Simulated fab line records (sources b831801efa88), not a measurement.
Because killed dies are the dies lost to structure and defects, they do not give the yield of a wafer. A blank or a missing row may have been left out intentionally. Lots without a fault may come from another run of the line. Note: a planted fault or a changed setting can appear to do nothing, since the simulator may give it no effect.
Matching of chambers    flow gf180mcu    cmp-01 running GF_STI_CMP_25: 4 sister chambers
The step polishes, stops on Si3N4, t overpolish 33 s, target thk 524.6 nm. 8 wafers are shown with their chamber, then 9 later ones without.

## WAFERS, EACH WITH ITS CHAMBER
wafer   chamber  motor_current_A (A)  time_to_endpoint_s (s)
L967.4  3        10.0                 126
L968.5  2        10.9                 130
L971.3  1        11.7                 115
L971.5  2        11.5                 134
L971.6  3        9.7                  122
L981.1  0        11.6                 120
L981.4  1        11.8                 123
L981.5  0        11.8                 126

## WAFERS WITH NO CHAMBER GIVEN
wafer   motor_current_A (A)  time_to_endpoint_s (s)
L982.4  9.9                  137
L982.5  11.6                 126
L982.6  10.7                 138
L983.1  10.3                 124
L983.4  10.8                 140
L983.5  12.4                 133
L984.1  10.2                 132
L984.2  11.4                 134
L984.4  11.7                 127

## WHICH CHAMBER EACH ONE RAN IN
wafer   from the rows above           in truth
L982.4  3                             3
L982.5  can't be placed: 0 or 1 or 2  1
L982.6  2                             2
L983.1  3                             3
L983.4  2                             2
L983.5  can't be placed: 0 or 1 or 2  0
L984.1  can't be placed: 3 or 2       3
L984.2  2                             2
L984.4  can't be placed: 0 or 1 or 2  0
Correct placement for 5 of the 9. From these rows, 4 cannot be placed; in 4 the true chamber is one of the candidates. Number placed wrongly: 0.
How it was worked out, from the rows above alone: a wafer's distance from a chamber is the root of the sum, over the readings, of the square of ((its reading less the chamber's mean) divided by the reading's scatter). The wafer belongs to the nearest chamber; if the next one is less than 2 further off, it can't be placed. A chamber's mean is the mean of its shown wafers. The scatter: the root of (the sum of the squares of (reading less its chamber's mean) over the shown wafers, divided by (wafers less chambers)).
